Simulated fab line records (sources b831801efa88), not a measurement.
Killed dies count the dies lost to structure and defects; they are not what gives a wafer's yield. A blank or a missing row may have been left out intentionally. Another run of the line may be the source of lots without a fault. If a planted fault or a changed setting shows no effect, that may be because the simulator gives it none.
Which tool did it? | flow gf180mcu | Sampling: 11 lots, 33 wafers, 6 of 602 route steps

WHAT THE GAUGES SHOWED, per wafer
GF_HV_LDD_THK_MEAS_57. Usual: HV_LDD_CVD_56_THK 90.1 nm, standard deviation 0.59.
lot  | measured     | on            | HV_LDD_CVD_56_THK (nm) | flag
L111 | day 12 10:50 | film metro-01 | 90.6 89.8 90.4         |
L112 | day 12 19:06 | film metro-04 | 90.3 90.0 91.1         |
L113 | day 13 03:08 | film metro-02 | 91.5 90.4 90.7         |
L115 | day 13 23:05 | film metro-01 | 89.8 90.9 89.7         |
L120 | day 15 11:22 | film metro-04 | 89.2 90.4 90.1         |
L124 | day 16 17:55 | film metro-01 | 117.5 117.2 116.9      | OFF
L126 | day 17 12:34 | film metro-02 | 90.0 90.0 90.3         |
L128 | day 18 06:01 | film metro-02 | 90.8 90.8 90.5         |
L132 | day 19 14:06 | film metro-04 | 90.3 90.8 91.1         |
L133 | day 19 20:26 | film metro-04 | 91.2 90.6 90.8         |
L134 | day 20 05:49 | film metro-02 | 89.2 89.2 89.0         |

GF_V1_THK_MEAS_25: measures by xrf. Usual: V1_W_THK 357 nm, standard deviation 5.6.
lot  | measured     | on            | V1_W_THK (nm) | flag
L111 | day 18 01:18 | film metro-01 | 359 361 365   |
L112 | day 18 12:07 | film metro-01 | 366 367 364   |
L113 | day 18 23:07 | film metro-01 | 357 359 361   |
L115 | day 19 20:50 | film metro-01 | 367 360 364   |
L120 | day 21 15:12 | film metro-03 | 353 358 357   |
L124 | day 22 23:40 | film metro-03 | 356 354 355   |
L126 | day 23 18:36 | film metro-04 | 353 351 358   |
L128 | day 24 10:55 | film metro-04 | 356 349 357   |
L132 | day 25 15:41 | film metro-01 | 362 362 362   |
L133 | day 25 20:37 | film metro-03 | 352 356 355   |
L134 | day 26 04:26 | film metro-01 | 356 354 353   |

WHAT TOOL EACH LOT RAN ON (gives the tool, then ch and the chambers of the sampled wafers, and finally the start)
lot  | GF_HV_LDD_CVD_56            | GF_HV_LDD_ETCHBACK_58              | GF_V1_STRIP_18                       | GF_V1_SPUTTER_22
L111 | lpcvd-01 ch 1, day 12 09:24 | rie diel-01 ch 0,1,2, day 12 10:53 | plasma asher-03 ch 0,1, day 17 23:55 | pvd sputter-01, day 18 01:02
L112 | lpcvd-01 ch 1, day 12 17:38 | rie diel-03 ch 0,1,2, day 12 19:08 | plasma asher-01 ch 0,1, day 18 10:54 | pvd sputter-01, day 18 11:49
L113 | lpcvd-02 ch 0, day 13 01:41 | rie diel-03 ch 0,2,3, day 13 03:11 | plasma asher-04 ch 0,1, day 18 22:07 | pvd sputter-04, day 18 22:43
L115 | lpcvd-01 ch 1, day 13 21:38 | rie diel-02 ch 1,3, day 13 23:08   | plasma asher-03 ch 0,1, day 19 19:57 | pvd sputter-01, day 19 20:33
L120 | lpcvd-02 ch 1, day 15 09:55 | rie diel-02 ch 1,2, day 15 11:25   | plasma asher-03 ch 0,1, day 21 14:19 | pvd sputter-04, day 21 14:55
L124 | lpcvd-02 ch 1, day 16 16:29 | rie diel-03 ch 1,2,3, day 16 17:58 | plasma asher-01 ch 0,1, day 22 22:47 | pvd sputter-04, day 22 23:23
L126 | lpcvd-01 ch 0, day 17 11:08 | rie diel-03 ch 0,1,2, day 17 12:37 | plasma asher-01 ch 0,1, day 23 17:44 | pvd sputter-03, day 23 18:20
L128 | lpcvd-01 ch 0, day 18 04:34 | rie diel-03 ch 0,1, day 18 06:04   | plasma asher-04 ch 0,1, day 24 10:04 | pvd sputter-04, day 24 10:37
L132 | lpcvd-02 ch 0, day 19 12:40 | rie diel-02 ch 1,3, day 19 14:10   | plasma asher-01 ch 0,1, day 25 14:50 | pvd sputter-04, day 25 15:25
L133 | lpcvd-01 ch 1, day 19 18:59 | rie diel-01 ch 2,3, day 19 20:28   | plasma asher-03 ch 0,1, day 25 19:46 | pvd sputter-04, day 25 20:19
L134 | lpcvd-02 ch 1, day 20 04:23 | rie diel-02 ch 2,3, day 20 05:52   | plasma asher-03 ch 0,1, day 26 03:34 | pvd sputter-04, day 26 04:10
- GF_HV_LDD_CVD_56: deposits Si3N4 from DCS/NH3, target thk 90 nm, time 1543 s.
- GF_HV_LDD_ETCHBACK_58: etches Si3N4 in CH3F/O2, stops on SiO2, time 100 s, target depth 90 nm.
- GF_V1_STRIP_18: strips in O2/N2.
- GF_V1_SPUTTER_22: material TiN, target thk 10 nm, time 40 s.

AS READ BY THE TOOLS THEMSELVES (means over the sampled wafers that have a number; for cases with no such wafer, the mark the record gives instead)
GF_HV_LDD_CVD_56. Usual: spike tc top C 787.1 C, standard deviation 1.4; zone power bottom pct 22.2 %, standard deviation 2.3; zone power lower pct 13.9 %, standard deviation 2.3.
lot  | tool     | spike tc top C (C) | zone power bottom pct (%) | zone power lower pct (%) | flag
L111 | lpcvd-01 | 786.3              | 19.2                      | 11.4                     |
L112 | lpcvd-01 | 785.9              | 19.0                      | 11.5                     |
L113 | lpcvd-02 | 786.4              | 23.7                      | 12.6                     |
L115 | lpcvd-01 | 786.0              | 19.1                      | 11.5                     |
L120 | lpcvd-02 | 790.0              | 24.1                      | 16.4                     |
L124 | lpcvd-02 | 788.8              | 24.1                      | 16.6                     |
L126 | lpcvd-01 | 786.0              | 23.2                      | 14.6                     |
L128 | lpcvd-01 | 787.4              | 22.9                      | 14.4                     |
L132 | lpcvd-02 | 787.3              | 23.7                      | 12.6                     |
L133 | lpcvd-01 | 786.9              | 19.3                      | 11.3                     |
L134 | lpcvd-02 | 788.6              | 24.2                      | 16.7                     |

GF_HV_LDD_ETCHBACK_58. Usual: ch3f flow sccm 40.01 sccm, standard deviation 0.12; drypump motor current A 5.6 A, standard deviation 0.31; oes product au 0.843 a.u., standard deviation 0.0056; throttle valve pct 10.560 %, standard deviation 0.0095.
lot  | tool        | ch3f flow sccm (sccm) | drypump motor current A (A) | oes product au (a.u.) | throttle valve pct (%) | flag
L111 | rie diel-01 | 40.10                 | 5.8                         | 0.841                 | 10.557                 |
L112 | rie diel-03 | 39.98                 | 5.4                         | 0.845                 | 10.562                 |
L113 | rie diel-03 | 40.03                 | 5.6                         | 0.850                 | 10.553                 |
L115 | rie diel-02 | 40.11                 | 5.7                         | 0.844                 | 10.554                 |
L120 | rie diel-02 | 40.09                 | 5.8                         | 0.845                 | 10.561                 |
L124 | rie diel-03 | 39.99                 | 5.5                         | 0.983                 | 10.583                 | OFF
L126 | rie diel-03 | 40.02                 | 5.5                         | 0.837                 | 10.566                 |
L128 | rie diel-03 | 40.06                 | 5.4                         | 0.845                 | 10.567                 |
L132 | rie diel-02 | 39.91                 | 5.5                         | 0.852                 | 10.556                 |
L133 | rie diel-01 | 39.94                 | 5.3                         | 0.846                 | 10.557                 |
L134 | rie diel-02 | 39.94                 | 5.7                         | 0.837                 | 10.555                 |

GF_V1_STRIP_18. Usual: drypump motor current A 5.9 A, standard deviation 0.46; heater power w 336 W, standard deviation 33; o2 flow sccm 3000 sccm, standard deviation 9.3; oes product au 0.593 a.u., standard deviation 0.0051; platen temp c 250.02 C, standard deviation 0.18.
lot  | tool            | drypump motor current A (A) | heater power w (W) | o2 flow sccm (sccm) | oes product au (a.u.) | platen temp c (C) | flag
L111 | plasma asher-03 | 5.5                         | 311                | 2992                | 0.591                 | 250.09            |
L112 | plasma asher-01 | 6.3                         | 329                | 2995                | 0.593                 | 250.10            |
L113 | plasma asher-04 | 5.9                         | 382                | 3003                | 0.589                 | 250.04            |
L115 | plasma asher-03 | 5.8                         | 328                | 3003                | 0.593                 | 249.89            |
L120 | plasma asher-03 | 5.7                         | 333                | 3006                | 0.596                 | 250.05            |
L124 | plasma asher-01 | 6.1                         | 343                | 3004                | 0.595                 | 250.32            |
L126 | plasma asher-01 | 6.1                         | 342                | 3003                | 0.593                 | 250.00            |
L128 | plasma asher-04 | 5.9                         | 367                | 2990                | 0.595                 | 250.13            |
L132 | plasma asher-01 | 6.0                         | 344                | 2992                | 0.595                 | 250.08            |
L133 | plasma asher-03 | 5.5                         | 307                | 3006                | 0.590                 | 250.14            |
L134 | plasma asher-03 | 5.7                         | 327                | 2992                | 0.597                 | 249.89            |

GF_V1_SPUTTER_22. Usual: 30.1 % for throttle valve pct, sd 0.87.
lot  | tool           | throttle valve pct (%) | flag
L111 | pvd sputter-01 | 30.0                   |
L112 | pvd sputter-01 | 29.7                   |
L113 | pvd sputter-04 | 30.5                   |
L115 | pvd sputter-01 | 29.4                   |
L120 | pvd sputter-04 | 30.8                   |
L124 | pvd sputter-04 | 30.6                   |
L126 | pvd sputter-03 | 29.6                   |
L128 | pvd sputter-04 | 30.9                   |
L132 | pvd sputter-04 | 30.9                   |
L133 | pvd sputter-04 | 30.7                   |
L134 | pvd sputter-04 | 30.6                   |

THE ANSWER, worked out from the rows above alone
Rule: a lot is off if the mean of its wafers that have a number lies more than 3 standard deviations from the usual mean. Also off: a lot with no number at a reading for which 4 or more lots have one. The other lots that the step has rows for count as sound. After the gauges, taken in route order, come the tools' own readings; for these a lot's mean is taken, as printed above. At the first step where some lot is off, the reading lying furthest off is the one used; lots without a number count as furthest.
Off: at GF_HV_LDD_THK_MEAS_57 (HV_LDD_CVD_56_THK), L124.
If a tool, at a process step before that reading, ran all the lots that are off and no sound lot after the first of them, it fits. The gauges at GF_HV_LDD_THK_MEAS_57 aren't tried: what is off there is off at GF_HV_LDD_ETCHBACK_58 too, on other tools, and a gauge's error can't cause that. Not one of the candidates tried fits.

WHAT THE SIMULATOR HAD INSERTED
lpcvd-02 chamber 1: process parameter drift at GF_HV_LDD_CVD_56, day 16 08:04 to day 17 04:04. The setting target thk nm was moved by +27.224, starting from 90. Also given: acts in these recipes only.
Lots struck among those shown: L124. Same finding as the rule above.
